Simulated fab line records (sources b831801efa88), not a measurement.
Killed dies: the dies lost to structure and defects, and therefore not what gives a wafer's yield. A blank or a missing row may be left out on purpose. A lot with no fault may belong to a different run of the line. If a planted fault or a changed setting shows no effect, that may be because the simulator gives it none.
fab line records -- flow gf180mcu
record: lots: 9, wafers: 27, last-day: 32
route steps=602 shown DUAL_GATE@152 NSD@245 M2@362 V2@386
lots that met no fault: from a run of the same line without faults
start-h: hours from the record's first day to the start of the lot's first wafer shown -- wait-h: time in hours since the lot's previous step -- " repeats the value in the row above -- L1.1+2: several wafers, shown together as one row -- - no value present, or no start provided -- * or withheld: withheld -- < > ~ a bound
route shown NAME@n: a module of which the file shows steps, and the number in the route of the first -- usual: mean/standard deviation taken from wafers without a fault -- same: alike in all rows -- chamber/n: place in a boat -- sites: each site's reading -- _std_site: the standard deviation of these -- _edge_site: the outer-site mean with the inner-site mean subtracted -- radius-mm: how far each site lies from the wafer's centre -- mask NAME#n: copy n -- behind: tool/chamber where the wafer was last shaped -- hold: why the lot went on hold/how many hours it stayed there/how the hold came to an end -- device: names the non-switching transistor (n, p or np) -- end of line: the route-end tests of the same wafers -- a step with no rows: only its recipe -- killed: not the wafer's yield, but the dies lost to structure and defects at the first sort -- map: a wafer's dies, x killed, . not, _ none there
set.NAME: the run value of the setting; set.NAME@STEP: its run value at that earlier step -- model.NAME: the simulator's own value behind a step, which no gauge read
a sample of lots followed through the steps of the route, with each step as a table and each wafer as a row
services: from which hour (start-h, from the record's first day; less than 0 if before it) a tool's chamber was out of use, for how many hours, and why
== steps ==
step: GF_DUAL_GATE_OVL_MEAS_11
usual: DUAL_GATE_OVL: 1.1/1.2
lot.wafer,tool,chamber,start-h,wait-h,DUAL_GATE_OVL[nm]
L196.3,overlay-02,-,176.70,0.1,-0.2
L196.4,overlay-02,-,176.70,0.1,-0.3
L196.6,overlay-02,-,176.70,0.1,0.8
L197.1,overlay-02,-,182.93,0.1,-0.4
L197.2,overlay-02,-,182.93,0.1,2.1
L197.4,overlay-02,-,182.93,0.1,1.0
L198.1,overlay-02,-,189.18,0.1,1.3
L198.3,overlay-02,-,189.18,0.1,2.4
L198.4,overlay-02,-,189.18,0.1,3.0
L199.1,overlay-01,-,200.83,0.1,1.8
L199.2,overlay-01,-,200.83,0.1,1.9
L199.6,overlay-01,-,200.83,0.1,3.6
L203.1,overlay-02,-,224.73,0.1,-0.2
L203.5,overlay-02,-,224.73,0.1,0.6
L203.6,overlay-02,-,224.73,0.1,1.2
L206.3,overlay-02,-,246.19,0.1,1.7
L206.4,overlay-02,-,246.19,0.1,-0.1
L206.6,overlay-02,-,246.19,0.1,0.1
L207.4,overlay-01,-,254.00,0.1,1.4
L207.5,overlay-01,-,254.00,0.1,1.5
L207.6,overlay-01,-,254.00,0.1,1.6
L208.2,overlay-01,-,255.54,0.1,1.7
L208.5,overlay-01,-,255.54,0.1,1.4
L208.6,overlay-01,-,255.54,0.1,0.6
L209.2,overlay-02,-,267.73,0.1,-0.8
L209.3,overlay-02,-,267.73,0.1,-0.4
L209.5,overlay-02,-,267.73,0.1,-1.0
step: GF_NSD_IMPLANT_10
recipe: species: P, energy-kev: 40, dose-cm2: 5e+14, tilt-deg: 7
usual: implant-ion-amu: 31/0, tilt-deg: 7.001/0.02
lot.wafer,tool,chamber,start-h,wait-h,implant-ion-amu,tilt-deg
L196.3,implanter-01,0,297.74,0.1,31,7.011
L196.4,implanter-01,0,297.74,0.1,31,7.020
L196.6,implanter-01,0,297.74,0.1,31,7.016
L197.1,implanter-01,0,306.34,0.1,31,7.013
L197.2,implanter-01,0,306.34,0.1,31,7.022
L197.4,implanter-01,0,306.34,0.1,31,7.012
L198.1,implanter-01,0,317.59,0.1,31,7.013
L198.3,implanter-01,0,317.59,0.1,31,6.997
L198.4,implanter-01,0,317.59,0.1,31,7.018
L199.1,implanter-03,0,326.24,0.1,31,6.978
L199.2,implanter-03,0,326.24,0.1,31,6.972
L199.6,implanter-03,0,326.24,0.1,31,6.988
L203.1,implanter-01,0,353.56,0.1,31,7.010
L203.5,implanter-01,0,353.56,0.1,31,6.994
L203.6,implanter-01,0,353.56,0.1,31,7.014
L206.3,implanter-03,0,379.69,0.1,31,7.015
L206.4,implanter-03,0,379.69,0.1,31,7.017
L206.6,implanter-03,0,379.69,0.1,31,7.035
L207.4,implanter-04,0,388.68,0.1,75,6.961
L207.5,implanter-04,0,388.68,0.1,75,6.982
L207.6,implanter-04,0,388.68,0.1,75,6.997
L208.2,implanter-03,0,392.33,0.1,75,7.003
L208.5,implanter-03,0,392.33,0.1,75,6.995
L208.6,implanter-03,0,392.33,0.1,75,6.994
L209.2,implanter-01,0,404.87,0.1,75,6.991
L209.3,implanter-01,0,404.87,0.1,75,6.999
L209.5,implanter-01,0,404.87,0.1,75,6.996
step: GF_NSD_STRIP_11
recipe: chemistry: O2/N2, power-w: 1400, pressure-mtorr: 1500, platen-temp-c: 250, o2-flow-sccm: 3000, n2-flow-sccm: 300, overash-fraction: 0.5
usual: drypump-motor-current-A: 5.5/0.33, heater-power-w: 316/21, oes-product-au: 0.487/0.0047, strip-time-to-endpoint-s: 22.96/0.038
lot.wafer,tool,chamber,start-h,wait-h,drypump-motor-current-A,heater-power-w,oes-product-au,rf-hours-counter-h,strip-time-to-endpoint-s
L196.3,plasma-asher-01,1,297.88,0.1,5.3,281,0.491,-,22.94
L196.4,plasma-asher-01,0,297.88,0.1,5.2,317,0.487,-,22.91
L196.6,plasma-asher-01,1,297.88,0.1,5.3,284,0.494,-,22.93
L197.1,plasma-asher-03,0,306.49,0.1,5.2,307,0.480,67,22.89
L197.2,plasma-asher-03,1,306.49,0.1,6.3,326,0.486,67,22.96
L197.4,plasma-asher-03,0,306.49,0.1,5.1,300,0.483,-,22.91
L198.1,plasma-asher-01,0,317.74,0.1,5.2,308,0.493,20,22.93
L198.3,plasma-asher-01,0,317.74,0.1,5.2,310,0.482,-,22.95
L198.4,plasma-asher-01,1,317.74,0.1,5.3,286,0.482,-,22.97
L199.1,plasma-asher-03,0,326.39,0.1,5.1,310,0.484,69,23.01
L199.2,plasma-asher-03,1,326.39,0.1,6.3,325,0.484,69,23.01
L199.6,plasma-asher-03,1,326.39,0.1,6.2,326,0.495,-,23.00
L203.1,plasma-asher-04,0,353.71,0.1,5.7,329,0.482,74,23.03
L203.5,plasma-asher-04,0,353.71,0.1,5.7,329,0.483,-,23.05
L203.6,plasma-asher-04,1,353.71,0.1,5.5,355,0.494,-,23.04
L206.3,plasma-asher-01,0,379.82,0.1,5.2,318,0.490,-,22.99
L206.4,plasma-asher-01,1,379.82,0.1,5.3,286,0.491,-,22.95
L206.6,plasma-asher-01,1,379.82,0.1,5.3,280,0.484,-,22.99
L207.4,plasma-asher-01,0,388.79,0.1,5.2,307,0.485,-,22.79
L207.5,plasma-asher-01,1,388.79,0.1,5.3,288,0.486,-,22.76
L207.6,plasma-asher-01,0,388.79,0.1,5.2,317,0.485,-,22.81
L208.2,plasma-asher-03,0,392.46,0.1,5.1,298,0.490,76,22.76
L208.5,plasma-asher-03,0,392.46,0.1,5.1,298,0.488,-,22.76
L208.6,plasma-asher-03,1,392.46,0.1,6.2,326,0.486,-,22.78
L209.2,plasma-asher-04,1,404.99,0.1,5.5,353,0.483,79,22.80
L209.3,plasma-asher-04,0,404.99,0.1,5.7,327,0.490,-,22.81
L209.5,plasma-asher-04,0,404.99,0.1,5.7,332,0.495,-,22.77
step: GF_PSD_RS_MEAS_14
recipe: thk-meas-gauge: four-point-probe
usual: NSD_RS: 46.15/0.077
lot.wafer,tool,chamber,start-h,wait-h,NSD_RS[ohm/sq]
L196.3,film-metro-02,-,318.22,0.1,46.19
L196.4,film-metro-02,-,318.22,0.1,46.08
L196.6,film-metro-02,-,318.22,0.1,46.09
L197.1,film-metro-04,-,327.43,0.1,46.09
L197.2,film-metro-04,-,327.43,0.1,46.04
L197.4,film-metro-04,-,327.43,0.1,46.17
L198.1,film-metro-02,-,339.22,0.1,46.09
L198.3,film-metro-02,-,339.22,0.1,46.18
L198.4,film-metro-02,-,339.22,0.1,46.04
L199.1,film-metro-01,-,348.05,0.1,46.08
L199.2,film-metro-01,-,348.05,0.1,46.09
L199.6,film-metro-01,-,348.05,0.1,46.10
L203.1,film-metro-02,-,376.48,0.1,46.21
L203.5,film-metro-02,-,376.48,0.1,46.14
L203.6,film-metro-02,-,376.48,0.1,46.19
L206.3,film-metro-04,-,404.27,0.1,45.95
L206.4,film-metro-04,-,404.27,0.1,46.07
L206.6,film-metro-04,-,404.27,0.1,46.10
L207.4,film-metro-04,-,412.54,0.1,53.08
L207.5,film-metro-04,-,412.54,0.1,52.89
L207.6,film-metro-04,-,412.54,0.1,52.98
L208.2,film-metro-01,-,416.00,0.1,52.78
L208.5,film-metro-01,-,416.00,0.1,53.07
L208.6,film-metro-01,-,416.00,0.1,52.99
L209.2,film-metro-01,-,429.40,0.1,52.89
L209.3,film-metro-01,-,429.40,0.1,52.70
L209.5,film-metro-01,-,429.40,0.1,52.78
step: GF_M2_SPUTTER_00
recipe: material: Ti, target-thk-nm: 37.5, arriving-ion-energy-ev: 80, substrate-temp-c: 200, chamber-pressure-pa: 2, power-w: 4000, time-s: 150
usual: throttle-valve-pct: 29.9/1.5
lot.wafer,tool,chamber,start-h,wait-h,throttle-valve-pct
L196.3,pvd-sputter-04,-,412.73,0.2,30.4
L196.4,pvd-sputter-04,-,412.73,0.2,31.8
L196.6,pvd-sputter-04,-,412.73,0.2,27.9
L197.1,pvd-sputter-02,-,423.27,0.2,28.9
L197.2,pvd-sputter-02,-,423.27,0.2,29.9
L197.4,pvd-sputter-02,-,423.27,0.2,28.9
L198.1,pvd-sputter-02,-,436.09,0.2,29.1
L198.3,pvd-sputter-02,-,436.09,0.2,28.8
L198.4,pvd-sputter-02,-,436.09,0.2,32.1
L199.1,pvd-sputter-01,-,447.19,0.2,28.0
L199.2,pvd-sputter-01,-,447.19,0.2,31.6
L199.6,pvd-sputter-01,-,447.19,0.2,29.4
L203.1,pvd-sputter-02,-,479.29,0.2,28.9
L203.5,pvd-sputter-02,-,479.29,0.2,30.1
L203.6,pvd-sputter-02,-,479.29,0.2,29.0
L206.3,pvd-sputter-02,-,507.07,0.2,30.1
L206.4,pvd-sputter-02,-,507.07,0.2,29.2
L206.6,pvd-sputter-02,-,507.07,0.2,29.0
L207.4,pvd-sputter-04,-,515.22,0.1,30.6
L207.5,pvd-sputter-04,-,515.22,0.1,31.3
L207.6,pvd-sputter-04,-,515.22,0.1,31.6
L208.2,pvd-sputter-02,-,519.03,0.2,28.8
L208.5,pvd-sputter-02,-,519.03,0.2,28.9
L208.6,pvd-sputter-02,-,519.03,0.2,29.0
L209.2,pvd-sputter-02,-,532.38,0.1,28.8
L209.3,pvd-sputter-02,-,532.38,0.1,30.0
L209.5,pvd-sputter-02,-,532.38,0.1,29.1
step: GF_V2_CMP_04
recipe: material: SiO2, down-force-psi: 4, platen-rpm: 60, pad-velocity-m-s: 0.94248
usual: motor-current-A: 11.9/0.83, time-to-endpoint-s: 79/5.2
lot.wafer,tool,chamber,start-h,wait-h,motor-current-A,time-to-endpoint-s
L196.3,cmp-01,3,438.21,0.0,11.8,74
L196.4,cmp-01,2,438.21,0.0,10.6,77
L196.6,cmp-01,0,438.21,0.0,11.8,77
L197.1,cmp-02,1,448.71,0.1,13.1,75
L197.4,cmp-02,2,448.71,0.1,11.9,83
L197.2,cmp-02,0,448.71,0.1,12.9,82
L198.1,cmp-02,2,462.06,0.1,11.2,75
L198.4,cmp-02,3,462.06,0.1,11.7,88
L198.3,cmp-02,1,462.06,0.1,12.6,80
L199.1,cmp-01,0,472.67,0.1,11.2,82
L199.2,cmp-01,2,472.67,0.1,11.4,75
L199.6,cmp-01,3,472.67,0.1,11.9,88
L203.1,cmp-02,3,503.95,0.1,11.7,77
L203.5,cmp-02,1,503.95,0.1,12.4,87
L203.6,cmp-02,2,503.95,0.1,11.7,84
L206.3,cmp-01,0,531.37,0.1,11.0,72
L206.4,cmp-01,1,531.37,0.1,13.2,75
L206.6,cmp-01,3,531.37,0.1,11.7,83
L207.4,cmp-02,1,539.60,0.0,12.5,82
L207.5,cmp-02,1,539.60,0.0,13.1,91
L207.6,cmp-02,2,539.60,0.0,11.1,82
L208.2,cmp-01,1,543.21,0.2,12.5,88
L208.5,cmp-01,2,543.21,0.2,11.0,86
L208.6,cmp-01,3,543.21,0.2,11.3,89
L209.3,cmp-01,2,555.74,0.1,10.8,74
L209.2,cmp-01,3,555.74,0.1,11.4,79
L209.5,cmp-01,1,555.74,0.1,12.5,83
== services ==
tool,chamber,start-h,hours,kind
cmp-01,-,281.40,4.7,pm
plasma-asher-01,-,290.04,1.3,repair
cmp-01,-,296.29,5.1,pm
plasma-asher-03,-,303.28,0.4,repair
cmp-02,-,308.87,0.8,repair
implanter-01,-,317.93,3.3,repair
cmp-02,-,361.76,0.5,repair
implanter-01,-,366.28,4.5,pm
cmp-02,-,367.26,4.6,pm
pvd-sputter-02,-,374.29,1.5,repair
cmp-01,-,388.86,1.2,repair
cmp-01,-,404.44,4.0,pm
cmp-02,-,404.82,1.9,repair
implanter-01,-,432.70,1.5,repair
cmp-02,-,442.73,5.3,repair
cmp-02,-,446.33,1.1,repair
plasma-asher-01,-,451.08,0.7,repair
implanter-01,-,462.68,0.5,repair
cmp-02,-,489.92,1.1,repair
pvd-sputter-02,-,500.35,3.0,repair
cmp-01,-,502.23,0.8,repair
cmp-02,-,517.84,1.6,repair
cmp-02,-,527.60,1.7,repair
pvd-sputter-02,-,532.79,3.6,repair
== key ==
first-sign: step: GF_NSD_IMPLANT_10, reading: implant-ion-amu, direction: up, sigmas: 99+, usual: 31, struck: 75
effect: step: GF_NSD_STRIP_11, reading: strip-time-to-endpoint-s, direction: down, sigmas: 4.6, usual: *, struck: *
effect: step: GF_PSD_RS_MEAS_14, reading: NSD_RS, direction: up, sigmas: 88, usual: 46.15, struck: 52.91
met-at GF_NSD_IMPLANT_10
struck-lots L207,L208,L209
tester-left-out L207,L208,L209
not-acting-at GF_DUAL_GATE_OVL_MEAS_11,GF_M2_SPUTTER_00,GF_V2_CMP_04
onset-between 379.69 388.68
fault: kind: wrong-recipe-download, tool: implanter-01,implanter-03,implanter-04, chamber: -, onset-h: 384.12, steps: GF_NSD_IMPLANT_10, wrong-recipe.not-listed: 1
tester-left-out: of these lots the tester's yield and bins aren't shown, on N5 and GAA mostly nor the transistor test; their killed dies are dies lost to structure and defects alone, not to doping, threshold or leakage, so they don't give the yield
